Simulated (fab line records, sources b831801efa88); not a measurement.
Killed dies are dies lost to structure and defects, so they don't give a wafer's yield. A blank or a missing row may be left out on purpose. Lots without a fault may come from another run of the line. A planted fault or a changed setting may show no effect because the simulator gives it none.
A struck lot beside a sound one | flow sky130 | 15 steps out of a route of 708
Sound: wafers L681.1, L681.3, L681.4. Struck: wafers L695.1, L695.3, L695.5. The cause comes at the end.
At each step with rows: each side's tool, then ch and its chambers, then its first start. Under that, the readings that differ: sound wafers | struck wafers | difference of the means | sigmas: that difference in standard deviations of wafers without a fault.
alike: readings whose means differ by less than 2 such deviations, and words and numbers that are the same on both sides. not compared: withheld readings, readings that some wafer has no value for, bounds like >300 that may hide the same value, and numbers for which the record gives no deviation and whose values overlap.
The two part at a step that has a row with sigmas, a row that says differs or no value, or rows on one side only. Numbers that don't overlap but have no deviation are shown without sigmas and don't part them. A reading that every wafer of one side lacks parts them only if that side has two wafers or more.

SKY_NWELL_RS_MEAS_29: measures by four-point-probe.
  sound on film_metro-02, day 5 22:22; struck on film_metro-04, day 9 20:43
  alike: NWELL_RS
SKY_NWELL_RS_MEAS_31: measures by four-point-probe.
  sound on film_metro-02, day 5 22:36; struck on film_metro-04, day 9 20:57
  alike: PWDE_RS
then, 7 steps without rows for these wafers: SKY_VT_ADJUST_HVTP_DEHYDRATE_00 (time 60 s); SKY_VT_ADJUST_HVTP_HMDS_01 (prime time 60 s); SKY_VT_ADJUST_HVTP_COAT_02 (resist thk 1140 nm); SKY_VT_ADJUST_HVTP_SOFTBAKE_03 (time 60 s); SKY_VT_ADJUST_HVTP_EXPOSE_04 (exposes mask HVTPM, target cd 380 nm); SKY_VT_ADJUST_HVTP_PEB_05; SKY_VT_ADJUST_HVTP_DEVELOP_06 (develop time 59.14 s).
SKY_VT_ADJUST_HVTP_CD_MEAS_07: target cd 380 nm.
  sound on cd_sem-02, day 6 15:56; struck on cd_sem-01, day 10 19:58
  alike: cd_nm
SKY_VT_ADJUST_HVTP_OVL_MEAS_08:
  sound on overlay-02, day 6 16:03; struck on overlay-01, day 10 20:05
  alike: VT_ADJUST_HVTP_OVL
SKY_VT_ADJUST_HVTP_IMPLANT_09:
  sound on implanter-04 ch 0, day 6 16:05; struck on implanter-02 ch 0, day 10 20:07
  alike: dose_ions_cm2
SKY_VT_ADJUST_HVTP_STRIP_10: strips in O2/N2.
  sound on plasma_asher-02 ch 0,1, day 6 16:14; struck on plasma_asher-03 ch 1, day 10 20:16
  reading                     | sound       | struck      | difference | sigmas
  drypump_motor_current_A (A) | 6.0 5.4 6.0 | 4.9 4.9 5.0 | -0.9       | -2
  alike: oes_product_au, strip_time_to_endpoint_s
  not compared: rf_hours_counter_h
SKY_VT_ADJUST_HVTP_TW_MEAS_11:
  sound on film_metro-01, day 6 16:20; struck on film_metro-01, day 10 20:22
  reading           | sound          | struck         | difference | sigmas
  VT_ADJUST_HVTP_TW | 1336 1330 1343 | 1254 1247 1242 | -89        | -5
then, 1 step without rows for these wafers: SKY_VT_ADJUST_LVTN_DEHYDRATE_00 (time 60 s).

WHERE THEY PART
First at SKY_VT_ADJUST_HVTP_STRIP_10; last, within this record, at SKY_VT_ADJUST_HVTP_TW_MEAS_11.

WHY: what the simulator had put in
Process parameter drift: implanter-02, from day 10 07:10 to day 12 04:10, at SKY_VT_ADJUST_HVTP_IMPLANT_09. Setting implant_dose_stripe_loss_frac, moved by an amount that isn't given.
